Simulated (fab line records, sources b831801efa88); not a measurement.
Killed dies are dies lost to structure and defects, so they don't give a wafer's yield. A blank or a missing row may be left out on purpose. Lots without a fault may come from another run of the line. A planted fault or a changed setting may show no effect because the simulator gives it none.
fab line records | flow gf180mcu
record lots=5 wafers=15 last_day=34
route steps=602 shown M1@329 V1@335 M2@362
lots that met no fault: from a run of the same line without faults
start_h: hours from the record's first day to the start of the lot's first wafer shown | wait_h: hours since the lot's step before | " the same as in the row above | L1.1+2: a row that stands for several wafers | - no value, or no start given | * or withheld: withheld | < > ~ a bound
route shown NAME@n: a module of which the file shows steps, and the number in the route of the first | usual: mean/standard deviation of fault-free wafers | same: alike in all rows | chamber/n: place in a boat | sites: the reading at each site | _std_site: their standard deviation | _edge_site: outer sites' mean less inner sites' | radius_mm: how far each site lies from the wafer's centre | mask NAME#n: copy n | behind: the tool/chamber that last shaped the wafer | hold: why the lot was held/for how many hours/how that ended | device: the transistor (n, p or np) that didn't switch | end of line: the same wafers' tests at the end of the route | a step without rows: its recipe alone | killed: dies lost to structure and defects at the first sort, not the wafer's yield | map: a wafer's dies, x killed, . not, _ none there
set.NAME: the setting as run; set.NAME@STEP: as run at that earlier step | model.NAME: the simulator's own value behind a step, which no gauge read
lots at some steps of the route; a table a step, a row a wafer
services: from which hour (start_h, from the record's first day; less than 0 if before it) a tool's chamber was out of use, for how many hours, and why
## steps
# step GF_M1_CD_MEAS_14
# recipe target_cd_nm=230
# usual cd_nm=230.3/1
# columns lot.wafer tool chamber start_h wait_h cd_nm
L076.2 cd_sem-01 - 415.85 0.1 229.5
L076.4 " - " " 230.5
L076.6 " - " " 229.5
L079.3 cd_sem-02 - 438.33 0.1 231.8
L079.5 " - " " 231.0
L079.6 " - " " 230.1
L087.1 cd_sem-02 - 515.17 0.1 230.1
L087.2 " - " " 229.9
L087.5 " - " " 230.4
L090.1 cd_sem-02 - 548.33 0.1 229.8
L090.2 " - " " 230.7
L090.6 " - " " 229.9
L096.1 cd_sem-02 - 585.83 0.1 228.5
L096.2 " - " " 229.2
L096.6 " - " " 228.0
# step GF_M1_OVL_MEAS_15
# usual M1_OVL=0/5.3
# columns lot.wafer tool chamber start_h wait_h M1_OVL[nm]
L076.2 overlay-01 - 415.96 0.1 -9
L076.4 " - " " -8
L076.6 " - " " 0
L079.3 overlay-02 - 438.42 0.1 -8
L079.5 " - " " 1
L079.6 " - " " 1
L087.1 overlay-01 - 515.29 0.1 -1
L087.2 " - " " 3
L087.5 " - " " -4
L090.1 overlay-01 - 548.45 0.1 -3
L090.2 " - " " -1
L090.6 " - " " -2
L096.1 overlay-01 - 585.95 0.1 -5
L096.2 " - " " 2
L096.6 " - " " -5
# step GF_M1_METAL_ETCH_16
# recipe chemistry=Cl2/BCl3 mask_material=KrF target_depth_nm=750.8 stop_on=SiO2 pressure_mtorr=8 icp_w=800 bias_w=140 Cl2_flow_sccm=80 bcl3_flow_sccm=40 time_s=125.1
# usual drypump_motor_current_A=5.85/0.13 he_backside_leak_sccm=3.45/0.14 oes_product_au=0.989/0.0062 rf_fwd_power_W=796.5/3 throttle_valve_pct=28.231/0.0098
# columns lot.wafer tool chamber start_h wait_h drypump_motor_current_A he_backside_leak_sccm oes_product_au rf_fwd_power_W rf_hours_counter_h throttle_valve_pct
L076.2 rie_metal-04 1 415.99 0.0 5.90 3.41 0.992 798.2 5.9 28.214
L076.4 " 1 " " 5.95 3.46 0.992 796.9 - 28.225
L076.6 " 0 " " 6.01 3.46 0.980 795.9 - 28.227
L079.3 rie_metal-03 1 438.49 0.1 5.73 3.59 0.994 797.6 - 28.226
L079.5 " 0 " " 5.87 3.35 0.983 797.9 - 28.232
L079.6 " 1 " " 5.73 3.68 0.991 798.3 - 28.224
L087.1 rie_metal-04 1 515.33 0.0 5.99 3.49 0.994 795.6 8.3 28.235
L087.2 " 0 " " 6.01 3.43 0.987 794.8 7.2 28.229
L087.5 " 0 " " 6.01 3.64 0.983 798.2 - 28.246
L090.1 rie_metal-03 0 548.49 0.0 5.84 3.29 0.997 794.6 11.8 28.243
L090.2 " 1 " " 5.72 3.43 0.986 793.8 9.8 28.211
L090.6 " 0 " " 5.85 3.37 0.999 799.5 - 28.235
L096.1 rie_metal-02 1 585.98 0.0 5.65 3.30 0.988 795.6 10.4 28.227
L096.2 " 0 " " 5.75 3.35 0.996 797.8 5.0 28.226
L096.6 " 1 " " 5.68 3.55 0.983 797.8 - 28.238
# step GF_M1_STRIP_17
# recipe chemistry=O2/N2 power_w=1400 pressure_mtorr=1500 platen_temp_c=250 o2_flow_sccm=3000 n2_flow_sccm=300 overash_fraction=0.5
# usual drypump_motor_current_A=5.6/0.32 heater_power_w=337/22 oes_product_au=0.537/0.0052 strip_time_to_endpoint_s=7.38/0.052
# columns lot.wafer tool chamber start_h wait_h drypump_motor_current_A heater_power_w oes_product_au rf_hours_counter_h strip_time_to_endpoint_s
L076.2 plasma_asher-03 1 416.12 0.1 5.6 306 0.541 67 7.37
L076.4 " 0 " " 5.1 306 0.531 - 7.36
L076.6 " 1 " " 5.6 308 0.533 - 7.44
L079.3 plasma_asher-03 0 438.60 0.1 5.1 305 0.532 - 7.33
L079.5 " 1 " " 5.6 300 0.533 - 7.45
L079.6 " 0 " " 5.1 308 0.534 - 7.39
L087.1 plasma_asher-01 0 515.46 0.1 5.7 347 0.530 10 7.39
L087.2 " 1 " " 5.7 365 0.543 10 7.45
L087.5 " 0 " " 5.7 341 0.540 - 7.46
L090.1 plasma_asher-03 1 548.61 0.1 5.6 304 0.542 82 7.39
L090.2 " 0 " " 5.1 299 0.541 82 7.41
L090.6 " 0 " " 5.1 309 0.539 - 7.38
L096.1 plasma_asher-01 1 586.11 0.1 5.7 359 0.536 16 7.41
L096.2 " 0 " " 5.7 337 0.540 16 7.35
L096.6 " 0 " " 5.7 341 0.539 - 7.43
# step GF_M1_STRIP_18
# recipe chemistry=post_etch_residue_remover time_s=1200 temp_c=72.5
# columns lot.wafer tool chamber start_h wait_h
L076.2+4+6 wet_bench-01 0 416.22 0.1
L079.3+5+6 wet_bench-03 3 438.67 0.0
L087.1+2+5 wet_bench-03 3 515.56 0.1
L090.1+2+6 wet_bench-03 0 548.71 0.1
L096.1+2+6 wet_bench-01 0 586.21 0.1
# step GF_M1_CLEAN_19
# recipe chemistry=DIW dry=n2_spin
# columns lot.wafer tool chamber start_h wait_h
L076.2+4+6 wet_bench-02 3 416.62 0.0
L079.3+5+6 wet_bench-01 2 439.01 0.0
L087.1+2+5 wet_bench-02 2 515.90 0.0
L090.1+2+6 wet_bench-01 2 549.06 0.0
L096.1+2+6 wet_bench-01 3 586.56 0.0
# step GF_V1_CVD_00
# recipe material=SiO2 target_thk_nm=600 sigma_open_frac=0.3 temp_c=400 time_s=100 sih4_flow_sccm=60 pressure_mtorr=6
# usual pressure_mtorr=6.002/0.012
# columns lot.wafer tool chamber start_h wait_h pressure_mtorr
L076.2 hdpcvd-02 0 416.71 0.0 5.973
L076.4 " 1 " " 6.015
L076.6 " 0 " " 6.019
L079.3 hdpcvd-01 0 439.10 0.0 6.017
L079.5 " 2 " " 6.026
L079.6 " 1 " " 6.000
L087.1 hdpcvd-01 2 516.00 0.0 5.982
L087.2 " 1 " " 6.003
L087.5 " 0 " " 6.003
L090.1 hdpcvd-02 1 549.15 0.0 6.003
L090.2 " 2 " " 6.008
L090.6 " 2 " " 5.987
L096.1 hdpcvd-01 2 586.65 0.0 5.996
L096.2 " 0 " " 6.008
L096.6 " 2 " " 6.006
# step GF_V1_THK_MEAS_01
# recipe reads=SiO2_of_V1_CVD_00
# usual V1_CVD_00_THK=601/6.4
# columns lot.wafer tool chamber start_h wait_h V1_CVD_00_THK[nm]
L076.2 film_metro-04 - 416.80 0.0 606
L076.4 " - " " 608
L076.6 " - " " 609
L079.3 film_metro-03 - 439.20 0.1 599
L079.5 " - " " 600
L079.6 " - " " 604
L087.1 film_metro-03 - 516.07 0.0 594
L087.2 " - " " 607
L087.5 " - " " 599
L090.1 film_metro-04 - 549.22 0.0 591
L090.2 " - " " 602
L090.6 " - " " 604
L096.1 film_metro-03 - 586.72 0.0 598
L096.2 " - " " 591
L096.6 " - " " 593
# step GF_V1_CVD_02
# recipe material=SiO2 target_thk_nm=850 precursor=TEOS temp_c=400 time_s=94.851 rf_w=600
# usual heater_power_w=661/110 rf_fwd_power_W=596.1/2.1
# columns lot.wafer tool chamber start_h wait_h heater_power_w rf_fwd_power_W since_wet_clean_h
L076.2 pecvd-03 0 416.85 0.0 626 592.1 450
L076.4 " 0 " " 499 592.7 -
L076.6 " 1 " " 648 599.2 -
L079.3 pecvd-01 1 439.24 0.0 714 598.0 56
L079.5 " 2 " " 521 596.9 -
L079.6 " 1 " " 744 595.1 -
L087.1 pecvd-04 2 516.13 0.1 548 597.9 342
L087.2 " 1 " " 704 596.1 342
L087.5 " 2 " " 610 596.3 -
L090.1 pecvd-01 0 549.28 0.1 873 595.8 166
L090.2 " 1 " " 630 598.9 166
L090.6 " 1 " " 691 599.8 -
L096.1 pecvd-01 0 586.78 0.1 855 595.5 204
L096.2 " 2 " " 502 595.9 204
L096.6 " 1 " " 643 598.2 -
# step GF_V1_THK_MEAS_03
# recipe reads=SiO2_of_V1_CVD_02
# usual V1_CVD_02_THK=852/15
# columns lot.wafer tool chamber start_h wait_h V1_CVD_02_THK[nm]
L076.2 film_metro-04 - 416.93 0.0 849
L076.4 " - " " 866
L076.6 " - " " 859
L079.3 film_metro-01 - 439.33 0.1 840
L079.5 " - " " 857
L079.6 " - " " 862
L087.1 film_metro-03 - 516.20 0.0 838
L087.2 " - " " 862
L087.5 " - " " 840
L090.1 film_metro-03 - 549.35 0.0 831
L090.2 " - " " 829
L090.6 " - " " 844
L096.1 film_metro-03 - 586.85 0.0 831
L096.2 " - " " 829
L096.6 " - " " 823
# step GF_V1_CMP_04
# recipe material=SiO2 down_force_psi=4 platen_rpm=60 pad_velocity_m_s=0.94248
# usual motor_current_A=11.9/1.5 retaining_ring_pressure_frac=1.000/0.0045 time_to_endpoint_s=83/6.7
# columns lot.wafer tool chamber start_h wait_h motor_current_A retaining_ring_pressure_frac time_to_endpoint_s
L076.4 cmp-01 3 417.03 0.1 11.6 1.002 88
L076.2 " 1 " " 11.6 0.995 80
L076.6 " 2 " " 13.6 1.001 83
L079.3 cmp-01 0 439.52 0.2 10.6 1.002 79
L079.6 " 1 " " 12.2 0.996 79
L079.5 " 2 " " 12.8 1.005 81
L087.1 cmp-02 1 516.26 0.1 9.6 0.995 78
L087.2 " 3 " " 12.8 0.994 81
L087.5 " 1 " " 9.7 0.999 77
L090.1 cmp-01 2 549.41 0.1 12.5 1.002 77
L090.2 " 1 " " 12.0 0.995 71
L090.6 " 2 " " 13.9 1.002 76
L096.1 cmp-01 3 586.91 0.1 11.9 0.996 79
L096.2 " 1 " " 12.2 1.010 71
L096.6 " 0 " " 11.4 1.005 73
# step GF_V1_BOW_MEAS_05
# recipe mode=bow
# usual V1_BOW=81/8
# columns lot.wafer tool chamber start_h wait_h V1_BOW[um]
L076.2 film_metro-01 - 417.30 0.1 95
L076.4 " - " " 88
L076.6 " - " " 101
L079.3 film_metro-01 - 439.71 0.1 92
L079.5 " - " " 77
L079.6 " - " " 87
L087.1 film_metro-03 - 516.56 0.2 70
L087.2 " - " " 63
L087.5 " - " " 62
L090.1 film_metro-01 - 549.71 0.2 65
L090.2 " - " " 82
L090.6 " - " " 69
L096.1 film_metro-03 - 587.21 0.2 77
L096.2 " - " " 81
L096.6 " - " " 82
# step GF_V1_DEHYDRATE_06
# recipe temp_c=200 time_s=60
# columns lot.wafer tool chamber start_h wait_h
L076.2+4+6 litho_track-04 0 428.86 11.5
L079.3+5+6 litho_track-04 0 451.64 11.9
L087.1+2+5 litho_track-03 0 527.87 11.3
L090.1+2+6 litho_track-01 0 560.11 10.4
L096.1+2+6 litho_track-01 0 597.46 10.2
# step GF_V1_HMDS_07
# recipe prime_time_s=60 prime_temp_c=120
# usual prime_temp_c=120.03/0.13
# columns lot.wafer tool chamber start_h wait_h prime_temp_c
L076.2 litho_track-04 0 429.01 0.1 120.00
L076.4 " 0 " " 120.09
L076.6 " 0 " " 119.93
L079.3 litho_track-04 0 451.79 0.1 119.94
L079.5 " 0 " " 120.09
L079.6 " 0 " " 119.95
L087.1 litho_track-03 0 528.02 0.1 119.98
L087.2 " 0 " " 119.90
L087.5 " 0 " " 120.05
L090.1 litho_track-01 0 560.26 0.1 120.16
L090.2 " 0 " " 120.26
L090.6 " 0 " " 120.11
L096.1 litho_track-01 0 597.61 0.1 120.02
L096.2 " 0 " " 119.86
L096.6 " 0 " " 119.94
# step GF_V1_COAT_08
# recipe resist=BARC temp_c=withheld time_s=withheld spin_rpm=withheld resist_thk_nm=withheld
# columns lot.wafer tool chamber start_h wait_h
L076.2+4+6 litho_track-04 0 429.16 0.1
L079.3+5+6 litho_track-04 0 451.94 0.1
L087.1+2+5 litho_track-03 0 528.17 0.1
L090.1+2+6 litho_track-01 0 560.41 0.1
L096.1+2+6 litho_track-01 0 597.76 0.1
# step GF_V1_COAT_09
# recipe resist=KrF spin_rpm=withheld resist_thk_nm=1000
# columns lot.wafer tool chamber start_h wait_h
L076.2+4+6 litho_track-04 0 - -
L079.3+5+6 litho_track-04 0 - -
L087.1+2+5 litho_track-03 0 - -
L090.1+2+6 litho_track-01 0 - -
L096.1+2+6 litho_track-01 0 - -
# step GF_V1_SOFTBAKE_10
# recipe temp_c=130 time_s=60 resist=KrF
# columns lot.wafer tool chamber start_h wait_h
L076.2+4+6 litho_track-04 0 - -
L079.3+5+6 litho_track-04 0 - -
L087.1+2+5 litho_track-03 0 - -
L090.1+2+6 litho_track-01 0 - -
L096.1+2+6 litho_track-01 0 - -
# step GF_V1_EXPOSE_11
# recipe mask_id=Via1 target_cd_nm=260 na=0.68 source_shape=conventional sigma_outer=0.6 dose_mj=38
# usual exposure_dose_mJ_cm2=37.94/0.043
# same na=0.68
# columns lot.wafer tool chamber start_h wait_h mask exposure_dose_mJ_cm2
L076.2 krf_scanner-01 0 - - Via1#0 37.99
L076.4 " 0 " " Via1#0 38.00
L076.6 " 0 " " Via1#0 37.96
L079.3 krf_scanner-02 0 - - Via1#0 37.88
L079.5 " 0 " " Via1#0 37.94
L079.6 " 0 " " Via1#0 37.94
L087.1 krf_scanner-01 0 - - Via1#0 37.97
L087.2 " 0 " " Via1#0 37.92
L087.5 " 0 " " Via1#0 37.95
L090.1 krf_scanner-02 0 - - Via1#0 37.94
L090.2 " 0 " " Via1#0 37.95
L090.6 " 0 " " Via1#0 37.93
L096.1 krf_scanner-02 0 - - Via1#0 37.86
L096.2 " 0 " " Via1#0 37.90
L096.6 " 0 " " Via1#0 37.87
# step GF_V1_PEB_12
# recipe peb_temp_c=135 peb_time_s=90 resist=KrF
# same peb_time_s=90
# columns lot.wafer tool chamber start_h wait_h
L076.2+4+6 litho_track-01 0 - -
L079.3+5+6 litho_track-04 0 - -
L087.1+2+5 litho_track-03 0 - -
L090.1+2+6 litho_track-03 0 - -
L096.1+2+6 litho_track-01 0 - -
# step GF_V1_DEVELOP_13
# recipe develop_time_s=60 resist=KrF dev_temp_c=21
# columns lot.wafer tool chamber start_h wait_h
L076.2+4+6 litho_track-01 0 441.34 0.2
L079.3+5+6 litho_track-04 0 464.14 0.1
L087.1+2+5 litho_track-03 0 539.97 0.2
L090.1+2+6 litho_track-03 0 572.07 0.2
L096.1+2+6 litho_track-01 0 608.06 0.2
# step GF_V1_CD_MEAS_14
# recipe target_cd_nm=260
# usual cd_nm=260.2/1.2
# columns lot.wafer tool chamber start_h wait_h cd_nm
L076.2 cd_sem-02 - 441.48 0.1 259.7
L076.4 " - " " 260.4
L076.6 " - " " 259.5
L079.3 cd_sem-02 - 464.28 0.1 259.4
L079.5 " - " " 259.2
L079.6 " - " " 259.5
L087.1 cd_sem-01 - 540.12 0.1 260.5
L087.2 " - " " 259.6
L087.5 " - " " 259.9
L090.1 cd_sem-02 - 572.22 0.1 259.4
L090.2 " - " " 259.6
L090.6 " - " " 260.7
L096.1 cd_sem-01 - 608.21 0.1 261.2
L096.2 " - " " 261.9
L096.6 " - " " 260.2
# step GF_V1_OVL_MEAS_15
# usual V1_OVL=2/6
# columns lot.wafer tool chamber start_h wait_h V1_OVL[nm]
L076.2 overlay-02 - 441.59 0.1 4
L076.4 " - " " 1
L076.6 " - " " 3
L079.3 overlay-01 - 464.37 0.1 7
L079.5 " - " " 5
L079.6 " - " " 9
L087.1 overlay-02 - 540.24 0.1 -3
L087.2 " - " " 10
L087.5 " - " " 4
L090.1 overlay-01 - 572.34 0.1 8
L090.2 " - " " 10
L090.6 " - " " 18
L096.1 overlay-02 - 608.33 0.1 -4
L096.2 " - " " 4
L096.6 " - " " 6
# step GF_V1_ETCH_16
# recipe chemistry=N2/H2 target_depth_a=withheld overetch_a=withheld time_s=withheld target=BARC ion_energy_ev=200 source_w=500 bias_w=100 pressure_mtorr=30 n2_flow_sccm=100 h2_flow_sccm=200
# usual drypump_motor_current_A=5.6/0.46 oes_product_au=0.854/0.0046 rf_fwd_power_W=493.9/2.4 throttle_valve_pct=13.224/0.0094
# columns lot.wafer tool chamber start_h wait_h drypump_motor_current_A oes_product_au rf_fwd_power_W throttle_valve_pct
L076.2 rie_diel-03 1 441.62 0.0 5.8 0.848 491.6 13.227
L076.4 " 0 " " 6.5 0.855 495.8 13.222
L076.6 " 3 " " 5.5 0.851 494.0 13.225
L079.3 rie_diel-01 0 464.39 0.0 5.5 0.852 487.7 13.216
L079.5 " 1 " " 6.5 0.851 493.5 13.203
L079.6 " 2 " " 5.4 0.851 496.8 13.219
L087.1 rie_diel-01 1 540.28 0.0 6.5 0.855 492.3 13.252
L087.2 " 0 " " 5.5 0.849 490.8 13.237
L087.5 " 2 " " 5.4 0.856 494.7 13.233
L090.1 rie_diel-03 3 572.38 0.0 5.5 0.854 493.4 13.237
L090.2 " 2 " " 4.8 0.855 495.4 13.227
L090.6 " 1 " " 5.8 0.848 489.2 13.213
L096.1 rie_diel-04 1 608.37 0.0 5.4 0.850 490.6 13.215
L096.2 " 2 " " 5.5 0.855 498.9 13.220
L096.6 " 3 " " 5.2 0.854 494.2 13.224
# step GF_V1_ETCH_17
# recipe chemistry=C4F8/O2/Ar mask_material=KrF target=SiO2 stop_on=TiN source_w=1500 bias_w=1200 pressure_mtorr=40 c4f8_flow_sccm=withheld O2_flow_sccm=6 Ar_flow_sccm=300 time_s=withheld target_depth_a=6300
# usual oes_product_au=0.856/0.0049 rf_fwd_power_W=1491/5.4
# columns lot.wafer tool chamber start_h wait_h oes_product_au rf_fwd_power_W
L076.2 rie_diel-03 1 - - 0.852 1489
L076.4 " 0 " " 0.855 1491
L076.6 " 3 " " 0.859 1493
L079.3 rie_diel-01 0 - - 0.853 1492
L079.5 " 1 " " 0.869 1496
L079.6 " 2 " " 0.847 1502
L087.1 rie_diel-01 1 - - 0.861 1485
L087.2 " 0 " " 0.862 1479
L087.5 " 2 " " 0.863 1485
L090.1 rie_diel-03 3 - - 0.855 1503
L090.2 " 2 " " 0.852 1495
L090.6 " 1 " " 0.848 1475
L096.1 rie_diel-04 1 - - 0.860 1493
L096.2 " 2 " " 0.857 1493
L096.6 " 3 " " 0.860 1491
# step GF_V1_STRIP_18
# recipe chemistry=O2/N2 power_w=1400 pressure_mtorr=1500 platen_temp_c=250 o2_flow_sccm=3000 n2_flow_sccm=300 overash_fraction=0.5
# usual drypump_motor_current_A=5.72/0.29 heater_power_w=326/39 oes_product_au=0.592/0.0052
# columns lot.wafer tool chamber start_h wait_h drypump_motor_current_A heater_power_w oes_product_au rf_hours_counter_h
L076.2 plasma_asher-04 0 441.75 - 5.34 361 0.587 83
L076.4 " 0 " " 5.33 352 0.581 -
L076.6 " 1 " " 6.21 320 0.593 -
L079.3 plasma_asher-01 1 464.55 - 5.70 371 0.595 -
L079.5 " 0 " " 5.63 342 0.597 -
L079.6 " 1 " " 5.68 379 0.591 -
L087.1 plasma_asher-04 0 540.41 - 5.32 353 0.606 94
L087.2 " 1 " " 6.21 315 0.589 94
L087.5 " 1 " " 6.21 316 0.596 -
L090.1 plasma_asher-02 1 572.51 - 5.60 255 0.599 39
L090.2 " 0 " " 5.84 363 0.589 39
L090.6 " 1 " " 5.58 263 0.594 -
L096.1 plasma_asher-02 0 608.49 - 5.85 351 0.599 43
L096.2 " 1 " " 5.57 260 0.593 43
L096.6 " 0 " " 5.82 355 0.589 -
# step GF_V1_STRIP_19
# recipe chemistry=post_etch_residue_remover time_s=1200 temp_c=72.5
# columns lot.wafer tool chamber start_h wait_h
L076.2+4+6 wet_bench-03 3 441.85 0.1
L079.3+5+6 wet_bench-04 0 464.62 0.0
L087.1+2+5 wet_bench-04 1 540.51 0.1
L090.1+2+6 wet_bench-02 0 572.61 0.1
L096.1+2+6 wet_bench-02 2 608.59 0.1
# step GF_V1_CLEAN_20
# recipe chemistry=DIW dry=n2_spin
# columns lot.wafer tool chamber start_h wait_h
L076.2+4+6 wet_bench-04 0 442.19 0.0
L079.3+5+6 wet_bench-03 1 464.99 0.0
L087.1+2+5 wet_bench-03 3 540.85 0.0
L090.1+2+6 wet_bench-04 1 572.95 0.0
L096.1+2+6 wet_bench-03 2 608.94 0.0
# step GF_V1_SPUTTER_21
# recipe material=Ti target_thk_nm=15 chamber_pressure_pa=5 power_w=2500 substrate_temp_c=200 time_s=80.02
# usual cathode_dc_power_W=2500.0/0.46 throttle_valve_pct=29.8/0.92
# columns lot.wafer tool chamber start_h wait_h cathode_dc_power_W throttle_valve_pct
L076.2 pvd_sputter-02 - 442.28 0.0 2500.0 29.6
L076.4 " - " " 2499.8 30.9
L076.6 " - " " 2500.5 29.5
L079.3 pvd_sputter-02 - 465.09 0.0 2499.5 31.3
L079.5 " - " " 2500.5 29.4
L079.6 " - " " 2499.4 29.3
L087.1 pvd_sputter-02 - 540.94 0.0 2500.1 30.9
L087.2 " - " " 2499.5 29.3
L087.5 " - " " 2499.4 28.1
L090.1 pvd_sputter-03 - 573.05 0.0 2499.3 30.2
L090.2 " - " " 2500.0 31.8
L090.6 " - " " 2500.3 30.2
L096.1 pvd_sputter-03 - 609.03 0.0 2500.5 31.7
L096.2 " - " " 2499.9 29.8
L096.6 " - " " 2500.4 30.6
# step GF_V1_SPUTTER_22
# recipe material=TiN target_thk_nm=10 chamber_pressure_pa=5 power_w=4000 time_s=40
# usual cathode_dc_power_W=3999.9/0.78 throttle_valve_pct=29.8/0.94
# columns lot.wafer tool chamber start_h wait_h cathode_dc_power_W throttle_valve_pct
L076.2 pvd_sputter-02 - 442.34 0.0 4001.0 29.2
L076.4 " - " " 3999.8 31.1
L076.6 " - " " 4000.6 29.5
L079.3 pvd_sputter-02 - 465.15 0.0 3998.3 30.7
L079.5 " - " " 4000.6 29.6
L079.6 " - " " 4000.5 29.1
L087.1 pvd_sputter-02 - 541.00 0.0 3999.1 31.1
L087.2 " - " " 4000.6 29.5
L087.5 " - " " 3999.1 28.0
L090.1 pvd_sputter-03 - 573.11 0.0 3999.5 30.2
L090.2 " - " " 4002.2 32.0
L090.6 " - " " 3999.7 30.0
L096.1 pvd_sputter-03 - 609.09 0.0 4000.3 32.2
L096.2 " - " " 4000.3 29.8
L096.6 " - " " 3999.4 30.4
# step GF_V1_CVD_23
# recipe material=W target_thk_nm=350 time_s=105.05 temp_c=400 pressure_torr=40
# usual heater_power_w=910/32
# columns lot.wafer tool chamber start_h wait_h heater_power_w since_wet_clean_h
L076.2 cvd_w-01 1 442.38 0.0 888 38
L076.4 " 0 " " 926 -
L076.6 " 1 " " 880 -
L079.3 cvd_w-01 0 465.22 0.1 926 -
L079.5 " 0 " " 923 -
L079.6 " 1 " " 870 -
L087.1 cvd_w-01 0 541.04 0.0 930 137
L087.2 " 1 " " 887 137
L087.5 " 0 " " 930 -
L090.1 cvd_w-01 1 573.15 0.0 831 169
L090.2 " 0 " " 914 169
L090.6 " 0 " " 932 -
L096.1 cvd_w-01 1 609.13 0.0 874 205
L096.2 " 1 " " 856 -
L096.6 " 1 " " 863 -
# step GF_V1_RS_MEAS_24
# recipe thk_meas_gauge=four-point-probe reads=W_of_V1_CVD_23+TiN_of_V1_SPUTTER_22+Ti_of_V1_SPUTTER_21
# usual V1_W_RS=0.326/0.0043
# columns lot.wafer tool chamber start_h wait_h V1_W_RS[ohm/sq]
L076.2 film_metro-04 - 442.51 0.1 0.321
L076.4 " - " " 0.333
L076.6 " - " " 0.321
L079.3 film_metro-03 - 465.34 0.1 0.330
L079.5 " - " " 0.327
L079.6 " - " " 0.324
L087.1 film_metro-01 - 541.15 0.1 0.332
L087.2 " - " " 0.325
L087.5 " - " " 0.328
L090.1 film_metro-03 - 573.26 0.1 0.324
L090.2 " - " " 0.323
L090.6 " - " " 0.325
L096.1 film_metro-03 - 609.35 0.2 0.320
L096.2 " - " " 0.322
L096.6 " - " " 0.321
# step GF_V1_THK_MEAS_25
# recipe thk_meas_gauge=xrf reads=W_of_V1_CVD_23
# usual V1_W_THK=346/5.4
# columns lot.wafer tool chamber start_h wait_h V1_W_THK[nm]
L076.2 film_metro-04 - 442.62 0.1 348
L076.4 " - " " 336
L076.6 " - " " 349
L079.3 film_metro-03 - 465.44 0.1 348
L079.5 " - " " 350
L079.6 " - " " 351
L087.1 film_metro-01 - 541.27 0.1 337
L087.2 " - " " 344
L087.5 " - " " 341
L090.1 film_metro-03 - 573.38 0.1 350
L090.2 " - " " 350
L090.6 " - " " 349
L096.1 film_metro-03 - 609.47 0.1 356
L096.2 " - " " 349
L096.6 " - " " 353
# step GF_V1_CMP_26
# recipe stop_on=SiO2 down_force_psi=3.5 platen_rpm=60 t_overpolish_s=15 target_thk_nm=0 pad_velocity_m_s=0.94248
# usual motor_current_A=11.0/1.2 overpolish_run_s=14.999/0.0087 retaining_ring_pressure_frac=1.000/0.0054 time_to_endpoint_s=86/3.5
# columns lot.wafer tool chamber start_h wait_h motor_current_A overpolish_run_s retaining_ring_pressure_frac time_to_endpoint_s
L076.4 cmp-02 0 442.67 0.0 10.3 14.999 1.007 84
L076.2 " 1 " " 8.7 14.990 1.000 90
L076.6 " 0 " " 10.1 14.998 1.008 89
L079.3 cmp-02 3 465.58 0.1 11.8 15.000 0.997 84
L079.6 " 1 " " 9.4 14.997 0.988 89
L079.5 " 2 " " 12.6 14.997 0.995 81
L087.1 cmp-01 1 541.33 0.1 11.0 15.012 0.996 79
L087.2 " 0 " " 10.1 15.005 1.006 85
L087.5 " 2 " " 12.3 15.012 1.004 81
L090.2 cmp-01 1 574.92 1.5 10.6 15.000 0.993 81
L090.1 " 2 " " 12.0 14.995 1.004 86
L090.6 " 3 " " 10.1 14.997 1.004 84
L096.2 cmp-01 3 609.58 0.1 10.6 15.007 0.986 88
L096.1 " 0 " " 10.4 15.008 1.001 86
L096.6 " 3 " " 10.9 15.006 1.005 90
# step GF_M2_SPUTTER_00
# recipe material=Ti target_thk_nm=37.5 arriving_ion_energy_ev=80 substrate_temp_c=200 chamber_pressure_pa=2 power_w=4000 time_s=150
# usual cathode_dc_power_W=4000.1/0.76 throttle_valve_pct=30.0/1
# columns lot.wafer tool chamber start_h wait_h cathode_dc_power_W throttle_valve_pct
L076.2 pvd_sputter-02 - 442.97 0.2 4000.3 29.6
L076.4 " - " " 4000.2 30.9
L076.6 " - " " 4000.7 28.3
L079.3 pvd_sputter-04 - 465.78 0.1 4000.9 31.2
L079.5 " - " " 4001.0 31.4
L079.6 " - " " 3999.2 29.9
L087.1 pvd_sputter-04 - 541.63 0.2 3999.7 29.7
L087.2 " - " " 4000.1 31.3
L087.5 " - " " 4000.8 29.6
L090.1 pvd_sputter-02 - 575.12 0.1 3999.4 29.7
L090.2 " - " " 3999.7 28.8
L090.6 " - " " 3998.5 29.5
L096.1 pvd_sputter-02 - 609.83 0.1 3999.5 31.1
L096.2 " - " " 3999.8 29.3
L096.6 " - " " 4000.0 29.5
# step GF_M2_SPUTTER_01
# recipe material=TiN target_thk_nm=30 power_w=6500 time_s=25 chamber_pressure_pa=0.4
# usual cathode_dc_power_W=6500.0/1 throttle_valve_pct=30.0/0.98
# columns lot.wafer tool chamber start_h wait_h cathode_dc_power_W throttle_valve_pct
L076.2 pvd_sputter-02 - 443.07 0.1 6499.3 29.9
L076.4 " - " " 6500.7 31.0
L076.6 " - " " 6500.1 28.2
L079.3 pvd_sputter-04 - 465.88 0.1 6500.4 31.3
L079.5 " - " " 6498.7 31.2
L079.6 " - " " 6497.8 29.8
L087.1 pvd_sputter-04 - 541.73 0.1 6498.8 29.6
L087.2 " - " " 6500.5 31.2
L087.5 " - " " 6501.2 29.7
L090.1 pvd_sputter-02 - 575.22 0.1 6498.0 29.5
L090.2 " - " " 6500.6 29.3
L090.6 " - " " 6500.9 29.3
L096.1 pvd_sputter-02 - 609.93 0.1 6498.6 31.1
L096.2 " - " " 6500.7 29.1
L096.6 " - " " 6499.3 29.6
## services
# columns tool chamber start_h hours kind
hdpcvd-01 - 393.49 1.2 repair
cmp-02 - 397.22 3.9 repair
krf_scanner-02 - 397.29 4.0 pm
cmp-01 - 404.03 4.0 pm
rie_diel-01 - 405.39 2.8 pm
cmp-01 - 412.07 1.3 repair
rie_diel-03 2 439.34 9.5 repair
rie_diel-03 0 442.87 5.2 repair
pvd_sputter-04 - 474.13 15.2 repair
rie_diel-03 2 477.31 11.1 repair
pvd_sputter-04 - 491.82 46.0 repair
rie_diel-03 3 503.78 2.7 repair
cvd_w-01 1 511.44 1.6 repair
cmp-01 - 522.64 5.2 repair
pvd_sputter-02 - 544.95 2.5 repair
cmp-01 - 555.61 18.9 pm
wet_bench-02 - 566.30 1.0 repair
cmp-01 - 583.67 2.0 repair
cmp-01 - 589.59 3.7 repair
rie_diel-01 0 594.01 7.0 repair
cmp-01 - 602.11 1.7 repair
cmp-01 - 603.60 2.1 repair
cvd_w-01 0 607.95 5.8 repair
cmp-01 - 608.18 0.6 repair
## key
fault none
